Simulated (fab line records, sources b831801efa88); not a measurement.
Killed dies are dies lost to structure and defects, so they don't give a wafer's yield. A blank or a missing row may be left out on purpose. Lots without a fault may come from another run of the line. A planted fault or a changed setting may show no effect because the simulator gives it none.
Tool commonality check | flow gf180mcu | 11 lots, 33 wafers sampled

WHY IT WAS OPENED
At GF_M1_CD_MEAS_14 the reading cd_nm is flagged on 2 of 11 lots. Wafers without a fault read 230.0 nm, standard deviation 1.1.
Rule: a lot is flagged when every wafer of it that has a number lies more than 4 standard deviations from that mean, or none has a number. The other lots count as sound.

lot  | measured     | on        | cd_nm (nm), wafer by wafer | flag
L327 | day 16 21:34 | cd_sem-02 | 229.8 230.7 230.2          |
L328 | day 17 04:02 | cd_sem-02 | 230.1 229.9 230.0          |
L329 | day 17 15:26 | cd_sem-01 | 228.2 228.2 228.3          |
L330 | day 17 23:34 | cd_sem-02 | 228.1 229.0 227.6          |
L331 | day 18 15:20 | cd_sem-01 | 230.0 229.6 229.6          |
L332 | day 18 23:33 | cd_sem-02 | 230.0 230.1 229.6          |
L341 | day 22 08:28 | cd_sem-01 | 243.8 242.0 241.8          | FLAGGED
L342 | day 23 01:46 | cd_sem-02 | 238.7 237.5 238.2          | FLAGGED
L346 | day 23 22:36 | cd_sem-01 | 230.4 231.5 232.0          |
L348 | day 24 11:00 | cd_sem-01 | 228.9 229.9 228.6          |
L349 | day 24 20:00 | cd_sem-02 | 230.3 230.5 231.1          |
The numbers of the flagged lots are 240.3 nm on average: +10.3 nm against the usual, or +9 standard deviations.

WHICH TOOL RAN EACH LOT
The record holds 3 process steps before the reading, out of a route of 602 steps. In each cell: the tool, then ch and the chambers that the sampled wafers went through, then the start.
lot  | flag    | GF_SAB_STRIP_13                      | GF_SALICIDE_RTA_08               | GF_M1_EXPOSE_11
L327 |         | plasma_asher-01 ch 0,1, day 14 22:07 | rtp_anneal-02 ch 0, day 14 22:46 | krf_scanner-01 ch 0, day 16 10:07
L328 |         | plasma_asher-03 ch 1, day 15 05:23   | rtp_anneal-01 ch 0, day 15 06:01 | krf_scanner-01 ch 0, day 16 17:05
L329 |         | plasma_asher-01 ch 0, day 15 16:31   | rtp_anneal-01 ch 0, day 15 17:08 | krf_scanner-01 ch 0, day 17 04:38
L330 |         | plasma_asher-01 ch 0,1, day 15 22:28 | rtp_anneal-01 ch 0, day 15 23:07 | krf_scanner-01 ch 0, day 17 11:43
L331 |         | plasma_asher-02 ch 0,1, day 16 12:46 | rtp_anneal-01 ch 0, day 16 13:23 | krf_scanner-01 ch 0, day 18 03:53
L332 |         | plasma_asher-03 ch 0,1, day 16 21:47 | rtp_anneal-02 ch 0, day 16 22:23 | krf_scanner-02 ch 0, day 18 11:56
L341 | FLAGGED | plasma_asher-01 ch 0,1, day 20 06:12 | rtp_anneal-02 ch 0, day 20 06:49 | krf_scanner-01 ch 0, day 21 20:50
L342 | FLAGGED | plasma_asher-03 ch 0,1, day 21 00:33 | rtp_anneal-01 ch 0, day 21 01:10 | krf_scanner-01 ch 0, day 22 14:43
L346 |         | plasma_asher-01 ch 0,1, day 21 21:58 | rtp_anneal-02 ch 0, day 21 22:36 | krf_scanner-02 ch 0, day 23 11:39
L348 |         | plasma_asher-02 ch 0,1, day 22 11:19 | rtp_anneal-02 ch 0, day 22 11:56 | krf_scanner-02 ch 0, day 23 23:40
L349 |         | plasma_asher-02 ch 0,1, day 22 19:35 | rtp_anneal-02 ch 0, day 22 20:13 | krf_scanner-02 ch 0, day 24 08:40
What these steps do:
- GF_SAB_STRIP_13: strips in O2/N2.
- GF_SALICIDE_RTA_08: time 30 s.
- GF_M1_EXPOSE_11: exposes mask Metal1, target cd 230 nm.
- GF_M1_CD_MEAS_14: target cd 230 nm.

FLAGGED OVER TOTAL, TOOL BY TOOL (the gauges that took the reading come last)
step               | tool            | lots run | flagged | share of the flagged lots | sound lots run after its first flagged lot
GF_SAB_STRIP_13    | plasma_asher-01 | 5        | 1       | some                      | 1 (L346)
GF_SAB_STRIP_13    | plasma_asher-02 | 3        | 0       | none                      | -
GF_SAB_STRIP_13    | plasma_asher-03 | 3        | 1       | some                      | 0
GF_SALICIDE_RTA_08 | rtp_anneal-01   | 5        | 1       | some                      | 0
GF_SALICIDE_RTA_08 | rtp_anneal-02   | 6        | 1       | some                      | 3 (L346,L348,L349)
GF_M1_EXPOSE_11    | krf_scanner-01  | 7        | 2       | all                       | 0
GF_M1_EXPOSE_11    | krf_scanner-02  | 4        | 0       | none                      | -
GF_M1_CD_MEAS_14   | cd_sem-01       | 5        | 1       | some                      | 2 (L346,L348)
GF_M1_CD_MEAS_14   | cd_sem-02       | 6        | 1       | some                      | 1 (L349)

WHAT THE TABLE ALLOWS
1 row of the table ran every flagged lot: krf_scanner-01 at GF_M1_EXPOSE_11.
- krf_scanner-01 at GF_M1_EXPOSE_11: 2 of its 7 lots flagged. Its last sound lot is L331 (day 18 03:53), its first flagged lot L341 (day 21 20:50): a fault that began between those two fits. Its own readings lie more than 4 standard deviations out on every wafer of the flagged lots: exposure_dose_mJ_cm2.
One tool is left: krf_scanner-01 at GF_M1_EXPOSE_11.

WHAT THE SIMULATOR HAD PUT IN
Process parameter drift: krf_scanner-01, from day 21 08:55 on, at GF_M1_EXPOSE_11. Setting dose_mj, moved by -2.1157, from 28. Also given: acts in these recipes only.
Lots struck among those shown: L341, L342. The rule above found the same.
